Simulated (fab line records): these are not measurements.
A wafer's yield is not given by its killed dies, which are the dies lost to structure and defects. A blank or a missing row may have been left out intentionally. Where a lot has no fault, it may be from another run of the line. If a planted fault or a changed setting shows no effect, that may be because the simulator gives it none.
fab line records + flow gf180mcu
record:
- lots: 13
- wafers: 39
- last_day: 34
route steps=602 shown SAB@265 SALICIDE@280 CONTACT@311 M1@321
lots untouched by any fault: they come from a run of this same line in which no faults occurred
start_h: start of the lot's first displayed wafer, in hours after the record's first day + wait_h: hours since the lot's step before + " identical to the entry in the row above + L1.1+2: several wafers, shown together as one row + - either no value or no given start + * or withheld: withheld + < > ~ a bound
route shown NAME@n: a module of which the file shows steps, and the number in the route of the first + usual: mean/standard deviation taken from wafers without a fault + same: alike in all rows + chamber/n: place in a boat + sites: the reading at each site + _std_site: standard deviation across them + _edge_site: outer sites' mean less inner sites' + radius_mm: for every site, how far away it sits from the centre of the wafer + mask NAME#n: copy n + behind: the last tool/chamber to shape the wafer + hold: why the lot was held/for how many hours/how that ended + device: whichever transistor did not switch (one of n, p or np) + end of line: the same wafers' tests at the end of the route + for a step that has no rows: nothing shown but its recipe + killed: the dies lost at the first sort to structure and to defects; this is not the yield of the wafer + map: shows each die of a wafer: x if killed, . if not, _ if none is there
set.NAME: setting as actually run; set.NAME@STEP: the setting as run at that earlier step + model.NAME: the simulator's own value behind a step, which no gauge read
a sample of lots followed through the steps of the route, with each step as a table and each wafer as a row
services: the hour from which a tool's chamber was out of use, counted from the record's first day as start_h (under 0 if before that day), plus the number of hours and why
== steps ==
step: GF_SAB_THK_MEAS_01
recipe:
- reads: SiO2_of_SAB_CVD_00
usual:
- SAB_CVD_00_THK: 50.2/0.71
| lot.wafer | tool          | chamber | start_h | wait_h | SAB_CVD_00_THK[nm] |
|-----------|---------------|---------|---------|--------|--------------------|
| L709.1    | film_metro-02 | -       | 333.48  | 0.0    | 50.1               |
| L709.2    | "             | -       | "       | "      | 50.0               |
| L709.4    | "             | -       | "       | "      | 51.7               |
| L710.3    | film_metro-03 | -       | 340.65  | 0.0    | 50.2               |
| L710.5    | "             | -       | "       | "      | 51.5               |
| L710.6    | "             | -       | "       | "      | 50.8               |
| L711.1    | film_metro-01 | -       | 346.41  | 0.0    | 49.7               |
| L711.5    | "             | -       | "       | "      | 50.0               |
| L711.6    | "             | -       | "       | "      | 51.3               |
| L712.2    | film_metro-01 | -       | 350.79  | 0.0    | 48.8               |
| L712.5    | "             | -       | "       | "      | 51.0               |
| L712.6    | "             | -       | "       | "      | 49.6               |
| L714.3    | film_metro-03 | -       | 367.53  | 0.0    | 49.7               |
| L714.4    | "             | -       | "       | "      | 50.7               |
| L714.5    | "             | -       | "       | "      | 50.9               |
| L715.1    | film_metro-02 | -       | 378.78  | 0.0    | 50.7               |
| L715.2    | "             | -       | "       | "      | 49.4               |
| L715.6    | "             | -       | "       | "      | 50.5               |
| L716.1    | film_metro-01 | -       | 384.98  | 0.0    | 50.1               |
| L716.2    | "             | -       | "       | "      | 49.5               |
| L716.3    | "             | -       | "       | "      | 49.3               |
| L717.3    | film_metro-01 | -       | 390.58  | 0.0    | 50.6               |
| L717.4    | "             | -       | "       | "      | 50.7               |
| L717.6    | "             | -       | "       | "      | 50.1               |
| L722.2    | film_metro-02 | -       | 438.41  | 0.0    | 49.0               |
| L722.3    | "             | -       | "       | "      | 49.8               |
| L722.5    | "             | -       | "       | "      | 51.5               |
| L727.3    | film_metro-03 | -       | 480.40  | 0.0    | 48.3               |
| L727.4    | "             | -       | "       | "      | 50.1               |
| L727.5    | "             | -       | "       | "      | 49.7               |
| L728.2    | film_metro-01 | -       | 489.24  | 0.0    | 49.7               |
| L728.3    | "             | -       | "       | "      | 49.5               |
| L728.5    | "             | -       | "       | "      | 50.7               |
| L729.1    | film_metro-01 | -       | 495.56  | 0.0    | 49.4               |
| L729.3    | "             | -       | "       | "      | 49.6               |
| L729.6    | "             | -       | "       | "      | 50.8               |
| L731.2    | film_metro-03 | -       | 507.82  | 0.0    | 49.8               |
| L731.3    | "             | -       | "       | "      | 49.9               |
| L731.5    | "             | -       | "       | "      | 50.3               |
step: GF_SALICIDE_SPUTTER_02
recipe:
- material: Co
- target_thk_nm: 10
- power_w: 1000
- time_s: 20
- chamber_pressure_pa: 0.4
usual:
- throttle_valve_pct: 30.3/1.2
| lot.wafer | tool           | chamber | start_h | wait_h | throttle_valve_pct |
|-----------|----------------|---------|---------|--------|--------------------|
| L709.1    | pvd_sputter-03 | -       | 355.07  | 0.0    | 28.5               |
| L709.2    | "              | -       | "       | "      | 29.6               |
| L709.4    | "              | -       | "       | "      | 31.1               |
| L710.3    | pvd_sputter-04 | -       | 362.53  | 0.0    | 32.7               |
| L710.5    | "              | -       | "       | "      | 28.5               |
| L710.6    | "              | -       | "       | "      | 30.6               |
| L711.1    | pvd_sputter-04 | -       | 368.76  | 0.0    | 30.2               |
| L711.5    | "              | -       | "       | "      | 29.8               |
| L711.6    | "              | -       | "       | "      | 32.6               |
| L712.2    | pvd_sputter-03 | -       | 372.34  | 0.0    | 30.7               |
| L712.5    | "              | -       | "       | "      | 31.3               |
| L712.6    | "              | -       | "       | "      | 28.6               |
| L714.3    | pvd_sputter-03 | -       | 390.22  | 0.0    | 28.6               |
| L714.4    | "              | -       | "       | "      | 29.6               |
| L714.5    | "              | -       | "       | "      | 28.7               |
| L715.1    | pvd_sputter-04 | -       | 401.45  | 0.0    | 29.0               |
| L715.2    | "              | -       | "       | "      | 32.9               |
| L715.6    | "              | -       | "       | "      | 32.9               |
| L716.1    | pvd_sputter-03 | -       | 408.18  | 0.0    | 31.4               |
| L716.2    | "              | -       | "       | "      | 29.6               |
| L716.3    | "              | -       | "       | "      | 28.5               |
| L717.3    | pvd_sputter-02 | -       | 414.12  | 0.0    | 29.9               |
| L717.4    | "              | -       | "       | "      | 29.8               |
| L717.6    | "              | -       | "       | "      | 31.2               |
| L722.2    | pvd_sputter-03 | -       | 463.30  | 0.0    | 31.7               |
| L722.3    | "              | -       | "       | "      | 30.8               |
| L722.5    | "              | -       | "       | "      | 31.2               |
| L727.3    | pvd_sputter-02 | -       | 504.10  | 0.0    | 29.9               |
| L727.4    | "              | -       | "       | "      | 31.3               |
| L727.5    | "              | -       | "       | "      | 31.2               |
| L728.2    | pvd_sputter-03 | -       | 512.62  | 0.0    | 30.9               |
| L728.3    | "              | -       | "       | "      | 29.5               |
| L728.5    | "              | -       | "       | "      | 29.7               |
| L729.1    | pvd_sputter-04 | -       | 518.87  | 0.0    | 30.7               |
| L729.3    | "              | -       | "       | "      | 32.6               |
| L729.6    | "              | -       | "       | "      | 29.8               |
| L731.2    | pvd_sputter-02 | -       | 530.78  | 0.0    | 31.2               |
| L731.3    | "              | -       | "       | "      | 31.2               |
| L731.5    | "              | -       | "       | "      | 30.2               |
step: GF_CONTACT_CVD_24
recipe:
- material: W
- target_thk_nm: 300
- time_s: 90.339
- temp_c: 400
- pressure_torr: 40
usual:
- heater_power_w: 858/83
| lot.wafer | tool     | chamber | start_h | wait_h | heater_power_w |
|-----------|----------|---------|---------|--------|----------------|
| L709.1    | cvd_w-02 | 0       | 379.31  | 0.0    | 982            |
| L709.2    | "        | 1       | "       | "      | 887            |
| L709.4    | "        | 1       | "       | "      | 897            |
| L710.3    | cvd_w-02 | 1       | 386.59  | 0.1    | 890            |
| L710.5    | "        | 1       | "       | "      | 880            |
| L710.6    | "        | 1       | "       | "      | 890            |
| L711.1    | cvd_w-02 | 1       | 393.50  | 0.0    | 889            |
| L711.5    | "        | 1       | "       | "      | 906            |
| L711.6    | "        | 1       | "       | "      | 907            |
| L712.2    | cvd_w-02 | 1       | 396.65  | 0.1    | 902            |
| L712.5    | "        | 1       | "       | "      | 889            |
| L712.6    | "        | 1       | "       | "      | 880            |
| L714.3    | cvd_w-01 | 0       | 415.35  | 0.1    | 744            |
| L714.4    | "        | 1       | "       | "      | 908            |
| L714.5    | "        | 0       | "       | "      | 767            |
| L715.1    | cvd_w-01 | 1       | 427.06  | 0.0    | 926            |
| L715.2    | "        | 0       | "       | "      | 769            |
| L715.6    | "        | 0       | "       | "      | 766            |
| L716.1    | cvd_w-02 | 1       | 433.65  | 0.0    | 904            |
| L716.2    | "        | 0       | "       | "      | 959            |
| L716.3    | "        | 1       | "       | "      | 904            |
| L717.3    | cvd_w-01 | 0       | 440.29  | 0.1    | 772            |
| L717.4    | "        | 1       | "       | "      | 916            |
| L717.6    | "        | 0       | "       | "      | 760            |
| L722.2    | cvd_w-01 | 0       | 488.76  | 0.0    | 758            |
| L722.3    | "        | 0       | "       | "      | 774            |
| L722.5    | "        | 1       | "       | "      | 907            |
| L727.3    | cvd_w-01 | 0       | 529.25  | 0.1    | 752            |
| L727.4    | "        | 0       | "       | "      | 778            |
| L727.5    | "        | 0       | "       | "      | 777            |
| L728.2    | cvd_w-01 | 0       | 537.57  | 0.1    | 762            |
| L728.3    | "        | 0       | "       | "      | 760            |
| L728.5    | "        | 0       | "       | "      | 770            |
| L729.1    | cvd_w-02 | 0       | 543.29  | 0.0    | 1008           |
| L729.3    | "        | 0       | "       | "      | 974            |
| L729.6    | "        | 0       | "       | "      | 983            |
| L731.2    | cvd_w-02 | 1       | 554.94  | 0.0    | 908            |
| L731.3    | "        | 1       | "       | "      | 917            |
| L731.5    | "        | 1       | "       | "      | 908            |
step: GF_CONTACT_RS_MEAS_25
recipe:
- thk_meas_gauge: four-point-probe
- reads: W_of_CONTACT_CVD_24+TiN_of_CONTACT_SPUTTER_23+Ti_of_CONTACT_SPUTTER_22
usual:
- CONTACT_W_RS: 0.385/0.0038
| lot.wafer | tool          | chamber | start_h | wait_h | CONTACT_W_RS[ohm/sq] |
|-----------|---------------|---------|---------|--------|----------------------|
| L709.1    | film_metro-01 | -       | 379.41  | 0.1    | 0.388                |
| L709.2    | "             | -       | "       | "      | 0.387                |
| L709.4    | "             | -       | "       | "      | 0.387                |
| L710.3    | film_metro-01 | -       | 386.76  | 0.1    | 0.384                |
| L710.5    | "             | -       | "       | "      | 0.386                |
| L710.6    | "             | -       | "       | "      | 0.387                |
| L711.1    | film_metro-04 | -       | 393.70  | 0.2    | 0.389                |
| L711.5    | "             | -       | "       | "      | 0.390                |
| L711.6    | "             | -       | "       | "      | 0.388                |
| L712.2    | film_metro-03 | -       | 396.83  | 0.2    | 0.387                |
| L712.5    | "             | -       | "       | "      | 0.386                |
| L712.6    | "             | -       | "       | "      | 0.386                |
| L714.3    | film_metro-01 | -       | 415.45  | 0.1    | 0.382                |
| L714.4    | "             | -       | "       | "      | 0.384                |
| L714.5    | "             | -       | "       | "      | 0.388                |
| L715.1    | film_metro-01 | -       | 427.16  | 0.1    | 0.381                |
| L715.2    | "             | -       | "       | "      | 0.380                |
| L715.6    | "             | -       | "       | "      | 0.382                |
| L716.1    | film_metro-04 | -       | 433.75  | 0.1    | 0.378                |
| L716.2    | "             | -       | "       | "      | 0.384                |
| L716.3    | "             | -       | "       | "      | 0.387                |
| L717.3    | film_metro-01 | -       | 440.40  | 0.1    | 0.384                |
| L717.4    | "             | -       | "       | "      | 0.388                |
| L717.6    | "             | -       | "       | "      | 0.384                |
| L722.2    | film_metro-03 | -       | 488.88  | 0.1    | 0.377                |
| L722.3    | "             | -       | "       | "      | 0.377                |
| L722.5    | "             | -       | "       | "      | 0.376                |
| L727.3    | film_metro-04 | -       | 529.42  | 0.1    | 0.560                |
| L727.4    | "             | -       | "       | "      | 0.567                |
| L727.5    | "             | -       | "       | "      | 0.568                |
| L728.2    | film_metro-03 | -       | 537.76  | 0.2    | 0.573                |
| L728.3    | "             | -       | "       | "      | 0.564                |
| L728.5    | "             | -       | "       | "      | 0.569                |
| L729.1    | film_metro-01 | -       | 543.39  | 0.1    | 0.386                |
| L729.3    | "             | -       | "       | "      | 0.382                |
| L729.6    | "             | -       | "       | "      | 0.383                |
| L731.2    | film_metro-04 | -       | 555.06  | 0.1    | 0.394                |
| L731.3    | "             | -       | "       | "      | 0.395                |
| L731.5    | "             | -       | "       | "      | 0.394                |
step: GF_CONTACT_THK_MEAS_26
recipe:
- thk_meas_gauge: xrf
- reads: W_of_CONTACT_CVD_24
usual:
- CONTACT_W_THK: 300/3.3
| lot.wafer | tool          | chamber | start_h | wait_h | CONTACT_W_THK[nm] |
|-----------|---------------|---------|---------|--------|-------------------|
| L709.1    | film_metro-01 | -       | 379.53  | 0.1    | 295               |
| L709.2    | "             | -       | "       | "      | 298               |
| L709.4    | "             | -       | "       | "      | 297               |
| L710.3    | film_metro-01 | -       | 386.86  | 0.1    | 299               |
| L710.5    | "             | -       | "       | "      | 299               |
| L710.6    | "             | -       | "       | "      | 295               |
| L711.1    | film_metro-04 | -       | 393.82  | 0.1    | 297               |
| L711.5    | "             | -       | "       | "      | 296               |
| L711.6    | "             | -       | "       | "      | 299               |
| L712.2    | film_metro-03 | -       | 396.94  | 0.1    | 299               |
| L712.5    | "             | -       | "       | "      | 299               |
| L712.6    | "             | -       | "       | "      | 301               |
| L714.3    | film_metro-01 | -       | 415.55  | 0.1    | 301               |
| L714.4    | "             | -       | "       | "      | 298               |
| L714.5    | "             | -       | "       | "      | 296               |
| L715.1    | film_metro-01 | -       | 427.28  | 0.1    | 301               |
| L715.2    | "             | -       | "       | "      | 301               |
| L715.6    | "             | -       | "       | "      | 299               |
| L716.1    | film_metro-04 | -       | 433.87  | 0.1    | 306               |
| L716.2    | "             | -       | "       | "      | 301               |
| L716.3    | "             | -       | "       | "      | 297               |
| L717.3    | film_metro-01 | -       | 440.50  | 0.1    | 300               |
| L717.4    | "             | -       | "       | "      | 297               |
| L717.6    | "             | -       | "       | "      | 299               |
| L722.2    | film_metro-03 | -       | 488.99  | 0.1    | 306               |
| L722.3    | "             | -       | "       | "      | 306               |
| L722.5    | "             | -       | "       | "      | 306               |
| L727.3    | film_metro-04 | -       | 529.52  | 0.1    | 234               |
| L727.4    | "             | -       | "       | "      | 231               |
| L727.5    | "             | -       | "       | "      | 231               |
| L728.2    | film_metro-03 | -       | 537.87  | 0.1    | 229               |
| L728.3    | "             | -       | "       | "      | 234               |
| L728.5    | "             | -       | "       | "      | 230               |
| L729.1    | film_metro-01 | -       | 543.51  | 0.1    | 297               |
| L729.3    | "             | -       | "       | "      | 300               |
| L729.6    | "             | -       | "       | "      | 300               |
| L731.2    | film_metro-04 | -       | 555.17  | 0.1    | 294               |
| L731.3    | "             | -       | "       | "      | 295               |
| L731.5    | "             | -       | "       | "      | 296               |
step: GF_M1_THK_MEAS_06
recipe:
- thk_meas_gauge: xrf
- reads: AlCu_of_M1_SPUTTER_02
usual:
- M1_ALCU_THK: 445/5.3
| lot.wafer | tool          | chamber | start_h | wait_h | M1_ALCU_THK[nm] |
|-----------|---------------|---------|---------|--------|-----------------|
| L709.1    | film_metro-02 | -       | 380.23  | 0.1    | 448             |
| L709.2    | "             | -       | "       | "      | 444             |
| L709.4    | "             | -       | "       | "      | 443             |
| L710.3    | film_metro-04 | -       | 387.56  | 0.1    | 450             |
| L710.5    | "             | -       | "       | "      | 446             |
| L710.6    | "             | -       | "       | "      | 448             |
| L711.1    | film_metro-02 | -       | 394.52  | 0.1    | 445             |
| L711.5    | "             | -       | "       | "      | 442             |
| L711.6    | "             | -       | "       | "      | 451             |
| L712.2    | film_metro-01 | -       | 397.64  | 0.1    | 442             |
| L712.5    | "             | -       | "       | "      | 445             |
| L712.6    | "             | -       | "       | "      | 442             |
| L714.3    | film_metro-02 | -       | 416.28  | 0.1    | 449             |
| L714.4    | "             | -       | "       | "      | 450             |
| L714.5    | "             | -       | "       | "      | 448             |
| L715.1    | film_metro-04 | -       | 427.98  | 0.1    | 448             |
| L715.2    | "             | -       | "       | "      | 444             |
| L715.6    | "             | -       | "       | "      | 446             |
| L716.1    | film_metro-04 | -       | 434.57  | 0.1    | 448             |
| L716.2    | "             | -       | "       | "      | 447             |
| L716.3    | "             | -       | "       | "      | 444             |
| L717.3    | film_metro-02 | -       | 441.20  | 0.1    | 451             |
| L717.4    | "             | -       | "       | "      | 451             |
| L717.6    | "             | -       | "       | "      | 438             |
| L722.2    | film_metro-04 | -       | 489.69  | 0.1    | 438             |
| L722.3    | "             | -       | "       | "      | 440             |
| L722.5    | "             | -       | "       | "      | 442             |
| L727.3    | film_metro-02 | -       | 530.22  | 0.1    | 438             |
| L727.4    | "             | -       | "       | "      | 440             |
| L727.5    | "             | -       | "       | "      | 440             |
| L728.2    | film_metro-01 | -       | 538.57  | 0.1    | 449             |
| L728.3    | "             | -       | "       | "      | 444             |
| L728.5    | "             | -       | "       | "      | 446             |
| L729.1    | film_metro-02 | -       | 544.21  | 0.1    | 447             |
| L729.3    | "             | -       | "       | "      | 445             |
| L729.6    | "             | -       | "       | "      | 444             |
| L731.2    | film_metro-01 | -       | 555.87  | 0.1    | 447             |
| L731.3    | "             | -       | "       | "      | 443             |
| L731.5    | "             | -       | "       | "      | 447             |
== services ==
| tool           | chamber | start_h | hours | kind                   |
|----------------|---------|---------|-------|------------------------|
| pvd_sputter-03 | -       | 331.48  | 8.2   | repair                 |
| cvd_w-01       | -       | 332.83  | 1.3   | repair                 |
| cvd_w-02       | 0       | 384.80  | 13.6  | repair                 |
| cvd_w-01       | -       | 389.40  | 0.7   | repair                 |
| cvd_w-01       | -       | 390.07  | 14.0  | pm                     |
| cvd_w-01       | 0       | 390.07  | 14.0  | vent_cycle             |
| cvd_w-01       | 1       | 390.07  | 14.0  | vent_cycle             |
| cvd_w-01       | 0       | 404.07  | -     | clean                  |
| cvd_w-01       | 1       | 404.07  | -     | clean                  |
| pvd_sputter-02 | -       | 414.71  | 0.8   | repair                 |
| pvd_sputter-02 | -       | 435.21  | 10.9  | repair                 |
| cvd_w-01       | -       | 445.66  | 2.9   | repair                 |
| pvd_sputter-02 | -       | 446.79  | 20.2  | repair                 |
| cvd_w-01       | -       | 449.58  | 6.0   | pm                     |
| cvd_w-01       | 1       | 455.70  | 4.4   | repair                 |
| pvd_sputter-02 | -       | 461.88  | 2.2   | repair                 |
| cvd_w-01       | 1       | 495.40  | 59.2  | repair                 |
| pvd_sputter-02 | -       | 508.38  | 2.3   | repair                 |
| pvd_sputter-03 | 0       | 509.81  | -     | consumable_replace:kit |
| pvd_sputter-03 | 0       | 509.81  | 18.0  | scheduled_down         |
| cvd_w-02       | -       | 513.45  | 6.9   | pm                     |
| pvd_sputter-04 | -       | 541.57  | 3.5   | repair                 |
| cvd_w-01       | 0       | 543.45  | 4.4   | repair                 |
| pvd_sputter-03 | -       | 549.36  | 12.6  | repair                 |
== key ==
first_sign:
- step: GF_CONTACT_RS_MEAS_25
- reading: CONTACT_W_RS
- direction: up
- sigmas: 48
- usual: 0.385
- struck: 0.567
effect:
- step: GF_CONTACT_THK_MEAS_26
- reading: CONTACT_W_THK
- direction: down
- sigmas: 21
- usual: 300
- struck: 231
met_at GF_CONTACT_CVD_24
struck_lots L727,L728
tester_left_out L727,L728
not_acting_at GF_SAB_THK_MEAS_01,GF_SALICIDE_SPUTTER_02,GF_M1_THK_MEAS_06
onset_between 488.76 529.25
fault:
- kind: site_profile_drift
- tool: cvd_w-01
- chamber: -
- onset_h: 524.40
- steps: GF_CONTACT_CVD_24
- basis: fraction
- max_abs_drift: 0.5128
- slope_share_per_hr: 113.96
- site_pattern: 0,0,0,0,0,-1,-1,-1,-1
tester_left_out: of these lots the tester's yield and bins aren't shown, on N5 and GAA mostly nor the transistor test; their killed dies are dies lost to structure and defects alone, not to doping, threshold or leakage, so they don't give the yield
